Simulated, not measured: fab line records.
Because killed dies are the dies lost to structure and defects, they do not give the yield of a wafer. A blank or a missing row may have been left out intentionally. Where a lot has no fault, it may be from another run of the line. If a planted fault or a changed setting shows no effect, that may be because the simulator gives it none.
Which tool did it?	flow gf180mcu	40 wafers from 14 lots sampled at 4 of the route's 602 steps

## WHAT THE GAUGES SHOWED, per wafer
GF_VT_IMPLANT_TW_MEAS_10.
lot	measured	on	VT_IMPLANT_TW
L151	day 5 14:47	film_metro-02	567 567 567
L152	day 5 20:46	film_metro-03	559 557 560
L153	day 6 02:17	film_metro-01	563 564 562
L154	day 6 13:53	film_metro-02	566 571 568
L155	day 6 16:54	film_metro-01	563 563 565
L156	day 7 01:48	film_metro-03	561 561 560
L163	day 9 00:33	film_metro-03	562 30
L166	day 9 14:25	film_metro-03	30 558
L167	day 9 20:26	film_metro-01	565 565 563
L168	day 9 22:52	film_metro-02	565 569 571
L171	day 10 20:46	film_metro-01	563 565 565
L172	day 11 05:33	film_metro-02	565 566 564
L173	day 11 07:29	film_metro-03	559 558 557
L174	day 11 12:54	film_metro-03	559 560 558

GF_V5_RS_MEAS_24: the measuring method here is four-point-probe.
lot	measured	on	V5_W_RS (ohm/sq)
L151	day 27 02:47	film_metro-02	0.321 0.325 0.329
L152	day 27 09:37	film_metro-04	0.334 0.316 0.339
L153	day 27 21:45	film_metro-04	0.329 0.331 0.313
L154	day 28 10:39	film_metro-02	0.330 0.327 0.330
L155	day 28 17:10	film_metro-03	0.330 0.309 0.334
L156	day 28 23:26	film_metro-04	0.312 0.312 0.334
L163	day 31 05:33	film_metro-03	0.338
L166	day 31 17:47	film_metro-04	0.329
L167	day 32 02:11	film_metro-04	0.325 0.326 0.323
L168	day 32 03:24	film_metro-02	0.338 0.334 0.333
L171	day 33 01:27	film_metro-04	0.312 0.312 0.332
L172	day 33 10:44	film_metro-02	0.326 0.324 0.322
L173	day 33 09:56	film_metro-04	0.330 0.327 0.332
L174	day 33 11:45	film_metro-03	0.314 0.331 0.325

## WHAT TOOL EACH LOT RAN ON (gives the tool, then ch and the chambers of the sampled wafers, and finally the start)
lot	GF_VT_IMPLANT_DEVELOP_06	GF_V3_STRIP_18
L151	litho_track-03 ch 0, day 5 14:23	plasma_asher-04 ch 0,1, day 22 07:43
L152	litho_track-01 ch 0, day 5 20:22	plasma_asher-02 ch 0,1, day 22 13:49
L153	litho_track-02 ch 0, day 6 01:52	plasma_asher-04 ch 0,1, day 23 03:35
L154	litho_track-02 ch 0, day 6 13:28	plasma_asher-04 ch 0,1, day 23 18:32
L155	litho_track-01 ch 0, day 6 16:28	plasma_asher-01 ch 0,1, day 24 01:50
L156	litho_track-01 ch 0, day 7 01:22	plasma_asher-04 ch 1, day 24 09:14
L163	litho_track-01 ch 0, day 9 00:07	plasma_asher-01 ch 0, day 26 22:20
L166	litho_track-01 ch 0, day 9 14:01	plasma_asher-04 ch 0, day 27 13:01
L167	litho_track-02 ch 0, day 9 20:01	plasma_asher-01 ch 0,1, day 27 22:46
L168	litho_track-03 ch 0, day 9 22:26	plasma_asher-02 ch 0,1, day 27 23:07
L171	litho_track-03 ch 0, day 10 20:20	plasma_asher-02 ch 0,1, day 29 01:25
L172	litho_track-02 ch 0, day 11 05:08	plasma_asher-01 ch 0, day 29 08:17
L173	litho_track-03 ch 0, day 11 07:05	plasma_asher-02 ch 0,1, day 29 11:17
L174	litho_track-02 ch 0, day 11 12:29	plasma_asher-01 ch 0,1, day 29 15:08
- GF_VT_IMPLANT_DEVELOP_06: develop time 60 s.
- GF_V3_STRIP_18: strips in O2/N2.

## AS READ BY THE TOOLS THEMSELVES (means over the sampled wafers that have a number; for cases with no such wafer, the mark the record gives instead)
GF_VT_IMPLANT_DEVELOP_06.
lot	tool	developer_temp_C (C)
L151	litho_track-03	23.03
L152	litho_track-01	23.03
L153	litho_track-02	23.00
L154	litho_track-02	23.05
L155	litho_track-01	23.03
L156	litho_track-01	22.88
L163	litho_track-01	23.00
L166	litho_track-01	23.04
L167	litho_track-02	22.97
L168	litho_track-03	22.84
L171	litho_track-03	23.05
L172	litho_track-02	22.96
L173	litho_track-03	22.97
L174	litho_track-02	23.10

GF_V3_STRIP_18.
lot	tool	drypump_motor_current_A (A)	heater_power_w (W)	oes_product_au (a.u.)
L151	plasma_asher-04	5.1	318	0.587
L152	plasma_asher-02	6.2	340	0.595
L153	plasma_asher-04	5.0	318	0.592
L154	plasma_asher-04	5.4	309	0.592
L155	plasma_asher-01	5.5	366	0.594
L156	plasma_asher-04	5.8	301	0.593
L163	plasma_asher-01	5.7	396	0.584
L166	plasma_asher-04	4.7	328	0.589
L167	plasma_asher-01	5.5	362	0.593
L168	plasma_asher-02	5.7	346	0.593
L171	plasma_asher-02	6.2	343	0.587
L172	plasma_asher-01	5.6	392	0.593
L173	plasma_asher-02	6.2	340	0.593
L174	plasma_asher-01	5.5	365	0.597

## THE ANSWER, worked out from the rows above alone
Rule: usual is defined by the lots themselves. The widest of any qualifying gaps counts: lots, ordered by their means at a reading, are off when they make up no more than a third of the lots, leave a main group of 4 or more, and stand apart from it by 3 or more times the standard deviation of that group's means. Not used: any main group whose means are identical at the precision the tables above print for the reading. Also off: a lot with no number at a reading for which 4 or more lots have one. All remaining lots with rows at the step are treated as sound. The gauges are gone through in route order, then the tools' own readings, and for those a lot's mean is taken as printed above. The first step at which some lot is off is used, and at that step the reading that is off furthest; a lot without a number counts as furthest.
Off: at GF_VT_IMPLANT_TW_MEAS_10 (VT_IMPLANT_TW), L163, L166. The main group: mean 563, standard deviation 3.5.
If a tool, at a process step before that reading, ran all the lots that are off and no sound lot after the first of them, it fits. Those tools and the gauges at GF_VT_IMPLANT_TW_MEAS_10 are tried in the same way. One fits: GF_VT_IMPLANT_DEVELOP_06 on litho_track-01. Its last sound lot is L156 (day 7 01:22), its first lot that is off L163 (day 9 00:07): a fault that began between those two fits.

## WHAT WAS PUT IN BY THE SIMULATOR
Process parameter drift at GF_VT_IMPLANT_DEVELOP_06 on litho_track-01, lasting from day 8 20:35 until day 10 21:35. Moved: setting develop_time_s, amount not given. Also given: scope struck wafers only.
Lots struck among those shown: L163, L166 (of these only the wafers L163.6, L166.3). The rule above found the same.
